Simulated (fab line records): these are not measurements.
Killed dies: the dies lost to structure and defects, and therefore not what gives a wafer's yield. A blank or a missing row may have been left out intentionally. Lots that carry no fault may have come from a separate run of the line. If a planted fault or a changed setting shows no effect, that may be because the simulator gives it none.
Which tool did it? | flow sky130 | 7 lots, 21 wafers sampled, at 5 steps of a route of 708

## WHAT THE GAUGES READ, wafer by wafer
SKY_METAL3_CD_MEAS_13: target cd 300 nm.
lot  | measured     | on        | cd nm (nm)
L450 | day 39 04:49 | cd sem-02 | 301.0 299.0 301.7
L453 | day 40 06:35 | cd sem-02 | 301.2 301.6 301.1
L464 | day 43 07:54 | cd sem-02 | 301.1 300.9 301.0
L466 | day 44 01:17 | cd sem-02 | 302.7 301.7 301.2
L468 | day 44 14:58 | cd sem-01 | 301.1 301.0 300.8
L471 | day 45 01:15 | cd sem-01 | 298.0 299.7 300.7

## TOOL THAT RAN EACH LOT (tool first, then ch and the chambers of the sampled wafers, then the start)
lot  | SKY_VIA2_ETCH_14                   | SKY_CAPM_SPUTTER_02          | SKY_CAPM_METAL_ETCH_13            | SKY_CAPM_STRIP_14
L450 | rie diel-01 ch 0,1,3, day 36 22:46 | pvd sputter-03, day 37 00:22 | rie metal-03 ch 0, day 38 02:35   | plasma asher-02 ch 0,1, day 38 02:40
L453 | rie diel-02 ch 2,3, day 38 02:14   | pvd sputter-01, day 38 03:55 | rie metal-03 ch 0,1, day 39 05:48 | plasma asher-04 ch 0,1, day 39 05:53
L458 | rie diel-01 ch 0,1,2, day 39 14:35 | pvd sputter-01, day 39 16:12 | rie metal-02 ch 0,1, day 40 16:46 | plasma asher-02 ch 0,1, day 40 16:50
L464 | rie diel-04 ch 2,3, day 41 06:58   | pvd sputter-03, day 41 08:35 | rie metal-02 ch 0,1, day 42 08:23 | plasma asher-02 ch 0,1, day 42 08:28
L466 | rie diel-01 ch 0,1, day 42 00:26   | pvd sputter-03, day 42 02:08 | rie metal-02 ch 0,1, day 43 01:54 | plasma asher-04 ch 1, day 43 01:59
L468 | rie diel-01 ch 1,2,3, day 42 15:26 | pvd sputter-03, day 42 17:02 | rie metal-03 ch 0,1, day 43 15:43 | plasma asher-01 ch 0,1, day 43 15:47
L471 | rie diel-01 ch 0,1,2, day 43 01:41 | pvd sputter-03, day 43 03:19 | rie metal-02 ch 0,1, day 44 01:54 | plasma asher-04 ch 0,1, day 44 01:59
- SKY_VIA2_ETCH_14: etches BARC in N2/H2, stops on SiO2, time 45.9 s, target depth 60 nm.
- SKY_CAPM_SPUTTER_02: material TiN, target thk 200 nm, time 166.7 s.
- SKY_CAPM_METAL_ETCH_13: etches TiN in Cl2/BCl3, stops on SiO2, target depth 220 nm, time 62.9 s.
- SKY_CAPM_STRIP_14: strips in O2/N2.

## THE ANSWER, worked out from the rows above alone
Rule: the usual values come from the lots themselves. Put in order of their means at a reading, lots are off if they are a third of the lots or fewer, leave a main group of 4 or more, and stand apart from it by a gap of 3 or more times the standard deviation of the main group's means; of several such gaps the widest counts. A main group is skipped when, at the precision printed for the reading in the tables above, its means are all equal. Also off: a lot with no number at a reading for which 4 or more lots have one. Any other lot the step has rows for is counted as sound.
No lot is off at any reading shown: from this, nothing can be told.

## WHAT THE SIMULATOR PUT IN
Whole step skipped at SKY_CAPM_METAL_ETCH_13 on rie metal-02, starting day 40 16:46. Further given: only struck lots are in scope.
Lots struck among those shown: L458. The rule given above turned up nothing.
